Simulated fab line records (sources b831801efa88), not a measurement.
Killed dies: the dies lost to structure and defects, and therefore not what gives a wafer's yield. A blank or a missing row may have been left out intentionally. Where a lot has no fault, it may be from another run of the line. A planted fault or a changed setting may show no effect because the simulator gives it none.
The tool behind it: which one? ; flow gf180mcu ; 14 lots with 42 wafers sampled at 4 steps, on a route of 602 steps

WHAT THE GAUGES READ, wafer by wafer
GF_STI_CD_MEAS_12 targets a cd of 220 nm. Usual: cd nm reads 220.3 nm (standard deviation 1.2).
lot;measured;on;cd nm (nm);flag
L543;day 2 02:06;cd sem-01;223.1 222.4 221.6;
L544;day 2 06:37;cd sem-02;219.4 220.7 219.7;
L545;day 2 11:10;cd sem-01;219.8 219.5 220.1;
L546;day 2 16:22;cd sem-01;219.6 220.3 220.8;
L551;day 3 20:37;cd sem-02;219.9 221.3 220.5;
L553;day 4 04:56;cd sem-02;220.0 219.3 219.3;
L555;day 4 15:14;cd sem-01;221.0 220.7 221.9;
L557;day 5 02:10;cd sem-02;221.2 221.8 221.5;
L558;day 5 06:43;cd sem-02;219.8 218.9 219.8;
L561;day 5 21:46;cd sem-02;221.1 221.2 221.1;
L562;day 6 03:14;cd sem-02;221.0 220.7 221.3;
L563;day 6 09:32;cd sem-01;221.0 220.9 219.6;
L564;day 6 14:07;cd sem-02;221.0 220.8 221.5;
L565;day 6 19:17;cd sem-01;220.2 220.9 221.0;

GF_MVSD_OVL_MEAS_07. Usual: MVSD_OVL typically reads 1.5 nm, with standard deviation 1.5.
lot;measured;on;MVSD_OVL (nm);flag
L543;day 4 08:23;overlay-01;-1.9 0.7 0.8;
L544;day 4 14:29;overlay-01;-0.1 0.8 0.8;
L545;day 4 19:55;overlay-02;-0.4 -0.6 1.9;
L546;day 5 03:16;overlay-01;2.7 2.5 2.3;
L551;day 6 11:13;overlay-01;0.8 1.5 2.5;
L553;day 6 22:13;overlay-01;-130.4 -132.1 -129.3 -133.1 -134.5 -132.7;OFF
L555;day 7 06:17;overlay-01;-128.5 -129.8 -129.1 -131.6 -133.0 -131.5;OFF
L557;day 7 20:01;overlay-02;-132.0 -132.1 -132.6 -134.5 -134.5 -135.1;OFF
L558;day 8 02:01;overlay-02;2.4 1.7 1.5;
L561;day 8 17:25;overlay-01;1.7 2.1 4.3;
L562;day 8 23:13;overlay-01;3.9 2.8 4.2;
L563;day 9 04:22;overlay-02;1.1 1.3 1.7;
L564;day 9 09:49;overlay-01;3.1 2.5 2.8;
L565;day 9 15:25;overlay-02;3.7 1.2 1.4;

GF_MVPSD_OVL_MEAS_07. Usual: MVPSD_OVL typically reads -0.7 nm, with standard deviation 1.4.
lot;measured;on;MVPSD_OVL (nm);flag
L543;day 4 22:31;overlay-02;0.8 -1.4 -2.2;
L544;day 5 04:47;overlay-01;1.7 0.4 0.2;
L545;day 5 10:23;overlay-02;-0.8 -0.4 -0.6;
L546;day 5 18:19;overlay-02;0.0 0.3 0.4;
L551;day 7 03:17;overlay-01;1.1 1.1 3.3;
L558;day 8 17:46;overlay-01;2.7 1.4 1.3;
L561;day 9 09:10;overlay-02;-2.1 -0.2 -1.3;
L562;day 9 16:37;overlay-01;-0.2 1.4 0.5;
L563;day 9 21:49;overlay-01;-2.1 -0.1 -2.6;
L564;day 10 02:58;overlay-01;2.3 0.4 2.5;
L565;day 10 09:20;overlay-01;-0.5 -0.4 -1.4;

TOOL THAT RAN EACH LOT (tool first, then ch and the chambers of the sampled wafers, then the start)
lot;GF_MVSD_EXPOSE_04
L543;iline stepper-01 ch 0, day 4 02:07
L544;iline stepper-02 ch 0, day 4 07:35
L545;iline stepper-01 ch 0, day 4 12:48
L546;iline stepper-01 ch 0, day 4 20:55
L551;iline stepper-01 ch 0, day 6 04:00
L553;iline stepper-02 ch 0, day 6 14:48
L555;iline stepper-02 ch 0, day 6 23:01
L557;iline stepper-02 ch 0, day 7 12:38
L558;iline stepper-01 ch 0, day 7 18:12
L561;iline stepper-01 ch 0, day 8 09:38
L562;iline stepper-01 ch 0, day 8 14:55
L563;iline stepper-01 ch 0, day 8 21:04
L564;iline stepper-01 ch 0, day 9 02:10
L565;iline stepper-01 ch 0, day 9 06:40
- GF_MVSD_EXPOSE_04: exposes mask MVSD, target cd 1000 nm.

AS READ BY THE TOOLS THEMSELVES (means over the sampled wafers that have a number; for cases with no such wafer, the mark the record gives instead)
The record holds no such reading with a usual standard deviation.

THE ANSWER, worked out from the rows above alone
Rule: lot off if the mean of its wafers having a number is beyond 3 standard deviations from the usual mean. A lot without any number at a reading at which 4 lots or more have one is off too. The other lots that the step has rows for count as sound. Order of review: gauges by route order, followed by the tools' own readings, for which a lot's mean as printed above is used. The first step at which some lot is off is used, and at that step the reading that is off furthest; a lot without a number counts as furthest.
Off: L553, L555, L557, seen at GF_MVSD_OVL_MEAS_07 (MVSD_OVL).
If a tool, at a process step before that reading, ran all the lots that are off and no sound lot after the first of them, it fits. Gauges at GF_MVSD_OVL_MEAS_07: tried the same way as those tools. One fits: GF_MVSD_EXPOSE_04 on iline stepper-02. Its last sound lot is L544 (day 4 07:35), its first lot that is off L553 (day 6 14:48): a fault that began between those two fits.

WHAT HAD BEEN PUT IN BY THE SIMULATOR
Scanner matching overlay: iline stepper-02, from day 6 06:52 on, at GF_MVSD_EXPOSE_04. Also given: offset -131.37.
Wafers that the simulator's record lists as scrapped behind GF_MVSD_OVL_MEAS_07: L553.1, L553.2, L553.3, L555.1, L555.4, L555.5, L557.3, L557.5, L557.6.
Struck lots among those shown: L553, L555, L557. Same finding as the rule above.
